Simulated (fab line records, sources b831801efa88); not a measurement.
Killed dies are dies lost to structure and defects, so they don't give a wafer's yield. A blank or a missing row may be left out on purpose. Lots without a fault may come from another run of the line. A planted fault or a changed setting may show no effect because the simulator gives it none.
Which tool did it? | flow sfq_line | 7 lots, 21 wafers sampled, at 4 steps of a route of 325

WHAT THE GAUGES READ, wafer by wafer
SFQ_M8_OVL_MEAS_948.
lot  | measured     | on         | M8_OVL (nm)
L984 | day 80 17:07 | overlay-02 | -4 -7 -2
L986 | day 81 17:26 | overlay-01 | -9 -5 3
L989 | day 82 06:00 | overlay-02 | 0 -2 6
L993 | day 86 13:04 | overlay-01 | 1 1 4
L995 | day 86 15:28 | overlay-01 | -4 3 -1
L997 | day 86 19:04 | overlay-01 | 5 -1 4
L105 | day 92 19:31 | overlay-02 | -1 -4 -5

WHICH TOOL RAN EACH LOT (tool, then ch and the chambers of the sampled wafers, then the start)
lot  | SFQ_TRILAYER_I5_ETCH_VIA_ETCH_147  | SFQ_TRILAYER_I7_DEP_PECVD_183   | SFQ_TRILAYER_I7_CMP_CMP_184
L984 | rie_diel-02 ch 0,1,3, day 66 04:59 | pecvd-02 ch 0,1, day 76 08:19   | cmp-01 ch 0,1,3, day 76 15:01
L986 | rie_diel-01 ch 2,3, day 66 07:31   | pecvd-03 ch 0,1,2, day 76 18:14 | cmp-01 ch 1,2,3, day 77 10:31
L989 | rie_diel-01 ch 2,3, day 66 19:00   | pecvd-01 ch 0,2, day 77 00:11   | cmp-01 ch 0,1,3, day 77 19:01
L993 | rie_diel-04 ch 1,2,3, day 67 04:37 | pecvd-03 ch 1,2, day 85 04:37   | cmp-02 ch 0,1,2, day 85 04:42
L995 | rie_diel-04 ch 1,2, day 67 08:12   | pecvd-03 ch 1,2, day 85 16:37   | cmp-02 ch 0,1,3, day 85 17:42
L997 | rie_diel-01 ch 1,2, day 67 14:19   | pecvd-02 ch 0,2, day 85 23:50   | cmp-02 ch 0,2,3, day 86 02:42
L105 | rie_diel-04 ch 0,2, day 77 20:04   | pecvd-03 ch 0,1,2, day 89 13:37 | cmp-02 ch 0,2, day 89 13:42
- SFQ_TRILAYER_I5_ETCH_VIA_ETCH_147: etches the open film in CHF3, stops on Nb, target depth 360 nm.
- SFQ_TRILAYER_I7_DEP_PECVD_183: deposits SiO2 from SiH4/N2O, time 111.11 s, target thk 500 nm.
- SFQ_TRILAYER_I7_CMP_CMP_184: polishes SiO2.

THE ANSWER, worked out from the rows above alone
Rule: what is usual is taken from the lots themselves. Put in order of their means at a reading, lots are off if they are a third of the lots or fewer, leave a main group of 4 or more, and stand apart from it by a gap of 3 or more times the standard deviation of the main group's means; of several such gaps the widest counts. A main group whose means are all the same, to the digits that the tables above print for the reading, isn't used. A lot without any number at a reading at which 4 lots or more have one is off too. The other lots that the step has rows for count as sound.
No lot is off at any reading shown: from this, nothing can be told.

WHAT THE SIMULATOR HAD PUT IN
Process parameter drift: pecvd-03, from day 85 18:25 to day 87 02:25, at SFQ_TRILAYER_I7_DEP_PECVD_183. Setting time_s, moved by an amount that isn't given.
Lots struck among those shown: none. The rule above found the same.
